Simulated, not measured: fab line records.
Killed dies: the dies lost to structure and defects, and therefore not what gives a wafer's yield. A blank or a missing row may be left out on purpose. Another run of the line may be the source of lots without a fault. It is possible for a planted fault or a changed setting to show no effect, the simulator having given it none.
Which of the tools did it?	flow gf180mcu	Sampling: 13 lots, 39 wafers, 5 of 602 route steps

WHAT THE GAUGES READ, wafer by wafer
GF_NWELL_TW_MEAS_11.
lot	measured	on	NWELL_TW
L884	day 3 08:19	film metro-03	1551 1542 1545
L885	day 3 14:18	film metro-03	1557 1561 1551
L886	day 3 18:14	film metro-01	1582 1584 1584
L887	day 4 00:37	film metro-04	1579 1574 1576
L888	day 4 05:16	film metro-01	1577 1564 1566
L893	day 5 12:28	film metro-03	1547 1552 1550
L895	day 5 21:12	film metro-03	1552 1550 1558
L899	day 6 19:02	film metro-03	1545 1546 1553
L900	day 6 23:46	film metro-01	1578 1580 1581
L901	day 7 03:42	film metro-03	1554 1548 1550
L903	day 7 16:31	film metro-01	1580 1583 1576
L905	day 8 01:57	film metro-03	1548 1548 1556
L906	day 8 08:59	film metro-03	1556 1546 1551

GF_VT_IMPLANT_OVL_MEAS_40.
lot	measured	on	VT_IMPLANT_03_OVL (nm)
L884	day 7 14:11	overlay-01	1.4 1.3 2.1
L885	day 7 20:41	overlay-02	0.9 -2.1 -0.3
L886	day 8 02:35	overlay-02	0.1 -2.0 -1.7
L887	day 8 09:43	overlay-02	1.3 0.7 1.6
L888	day 8 13:17	overlay-02	-0.4 0.4 0.7
L893	day 10 06:16	overlay-02	-0.5 2.2 1.1
L895	day 10 17:04	overlay-02	-0.1 -3.3 0.4
L899	day 11 20:23	overlay-01	1.5 0.5 0.9
L900	day 12 00:43	overlay-01	0.1 1.5 1.1
L901	day 12 06:45	overlay-02	0.6 0.3 0.4
L903	day 12 20:28	overlay-01	0.3 -1.4 -0.1
L905	day 13 10:28	overlay-02	-2.7 -0.1 0.2
L906	day 13 16:52	overlay-01	-1.0 0.1 0.8

GF_VT_IMPLANT_RS_MEAS_48: the measuring method here is four-point-probe.
lot	measured	on	LVPWELL_RS (ohm/sq)
L884	day 7 14:56	film metro-01	1196 1199 1197
L885	day 7 21:25	film metro-01	1196 1196 1199
L886	day 8 03:25	film metro-03	1198 1192 1192
L887	day 8 10:29	film metro-03	1196 1196 1195
L888	day 8 14:14	film metro-03	1198 1196 1199
L893	day 10 07:02	film metro-01	1133 1137 1137
L895	day 10 17:48	film metro-04	1139 1139 1140
L899	day 11 21:16	film metro-04	1194 1197 1199
L900	day 12 01:33	film metro-04	1200 1199 1198
L901	day 12 07:36	film metro-03	1203 1200 1202
L903	day 12 21:12	film metro-04	1191 1200 1196
L905	day 13 11:16	film metro-03	1195 1195 1192
L906	day 13 17:37	film metro-04	1195 1197 1199

EACH LOT AND THE TOOL THAT RAN IT (in order: tool; ch and the chambers of the sampled wafers; start)
lot	GF_LVPWELL_IMPLANT_08	GF_VT_IMPLANT_STRIP_42
L884	implanter-01 ch 0, day 3 21:47	plasma asher-03 ch 0,1, day 7 14:22
L885	implanter-03 ch 0, day 4 03:44	plasma asher-04 ch 0,1, day 7 20:52
L886	implanter-03 ch 0, day 4 06:57	plasma asher-04 ch 0,1, day 8 02:47
L887	implanter-03 ch 0, day 4 14:35	plasma asher-03 ch 0,1, day 8 09:55
L888	implanter-03 ch 0, day 4 18:59	plasma asher-04 ch 0,1, day 8 13:28
L893	implanter-02 ch 0, day 6 03:14	plasma asher-03 ch 0,1, day 10 06:28
L895	implanter-02 ch 0, day 6 12:45	plasma asher-02 ch 0,1, day 10 17:15
L899	implanter-01 ch 0, day 7 10:08	plasma asher-04 ch 0,1, day 11 20:35
L900	implanter-03 ch 0, day 7 15:36	plasma asher-03 ch 0,1, day 12 00:54
L901	implanter-03 ch 0, day 7 19:22	plasma asher-03 ch 0,1, day 12 06:56
L903	implanter-01 ch 0, day 8 07:58	plasma asher-04 ch 0,1, day 12 20:39
L905	implanter-01 ch 0, day 8 17:45	plasma asher-03 ch 0,1, day 13 10:39
L906	implanter-01 ch 0, day 9 01:09	plasma asher-04 ch 1, day 13 17:02
- GF_LVPWELL_IMPLANT_08
- GF_VT_IMPLANT_STRIP_42: strips in O2/N2.

WHAT THE TOOLS THEMSELVES READ (means of the sampled wafers that have a number; where no wafer has one, the mark that the record gives instead)
GF_LVPWELL_IMPLANT_08.
lot	tool	dose ions cm2	faraday current uA
L884	implanter-01	1.5008e+13	84.3
L885	implanter-03	1.4983e+13	84.0
L886	implanter-03	1.4987e+13	85.5
L887	implanter-03	1.5000e+13	84.8
L888	implanter-03	1.4992e+13	84.1
L893	implanter-02	1.6544e+13	91.8
L895	implanter-02	1.6551e+13	94.2
L899	implanter-01	1.5000e+13	83.6
L900	implanter-03	1.5021e+13	84.0
L901	implanter-03	1.5006e+13	85.8
L903	implanter-01	1.5017e+13	85.1
L905	implanter-01	1.4996e+13	85.0
L906	implanter-01	1.5006e+13	84.7

GF_VT_IMPLANT_STRIP_42.
lot	tool	drypump motor current A (A)	heater power w (W)	o2 flow sccm (sccm)	oes product au (a.u.)	strip time to endpoint s (s)
L884	plasma asher-03	5.3	335	2996	0.714	12.58
L885	plasma asher-04	6.1	320	3005	0.716	12.64
L886	plasma asher-04	6.2	316	2998	0.718	12.67
L887	plasma asher-03	5.4	334	3000	0.714	12.63
L888	plasma asher-04	6.2	325	2997	0.715	12.62
L893	plasma asher-03	5.4	352	3007	0.716	12.64
L895	plasma asher-02	6.0	322	3011	0.719	12.56
L899	plasma asher-04	6.1	319	3002	0.718	12.62
L900	plasma asher-03	5.4	355	2998	0.721	12.61
L901	plasma asher-03	5.4	338	2993	0.716	12.61
L903	plasma asher-04	6.1	323	3000	0.721	12.57
L905	plasma asher-03	5.3	335	2997	0.719	12.63
L906	plasma asher-04	6.3	292	2989	0.713	12.62

THE ANSWER, worked out from the rows above alone
Rule: the usual values come from the lots themselves. Put in order of their means at a reading, lots are off if they are a third of the lots or fewer, leave a main group of 4 or more, and stand apart from it by a gap of 3 or more times the standard deviation of the main group's means; of several such gaps the widest counts. The tables above print the reading to a certain number of digits; a main group whose means all agree to those digits is not used. A lot without any number at a reading at which 4 lots or more have one is off too. The other lots that the step has rows for count as sound. After the gauges, taken in route order, come the tools' own readings; for these a lot's mean is taken, as printed above. The first step at which some lot is off is used, and at that step the reading that is off furthest; a lot without a number counts as furthest.
Off: L893, L895, seen at GF_VT_IMPLANT_RS_MEAS_48 (LVPWELL_RS). Main group: mean 1197 ohm/sq, sd 2.1.
A tool fits if, at a process step before that reading, it ran every lot that is off, and no sound lot after the first of them. The gauges at GF_VT_IMPLANT_RS_MEAS_48 aren't tried: what is off there is off at GF_LVPWELL_IMPLANT_08 too, on other tools, and a gauge's error can't cause that. One fits: GF_LVPWELL_IMPLANT_08 on implanter-02. It ran no sound lot before its first lot that is off in this sample, so the start can't be narrowed down.
The tool's own readings at GF_LVPWELL_IMPLANT_08 bear it out: on the lots that are off they differ by more than 5 times the standard deviation of the sound lots' means. dose ions cm2 reads 1.6548e+13 there against 1.5001e+13 on the sound lots; faraday current uA reads 93.0 there against 84.6 on the sound lots.

WHAT THE SIMULATOR HAD PUT IN
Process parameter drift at GF_LVPWELL_IMPLANT_08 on implanter-02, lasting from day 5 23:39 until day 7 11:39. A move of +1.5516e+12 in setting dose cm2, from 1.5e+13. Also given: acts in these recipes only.
Lots struck among those shown: L893, L895. This agrees with what the rule above found.
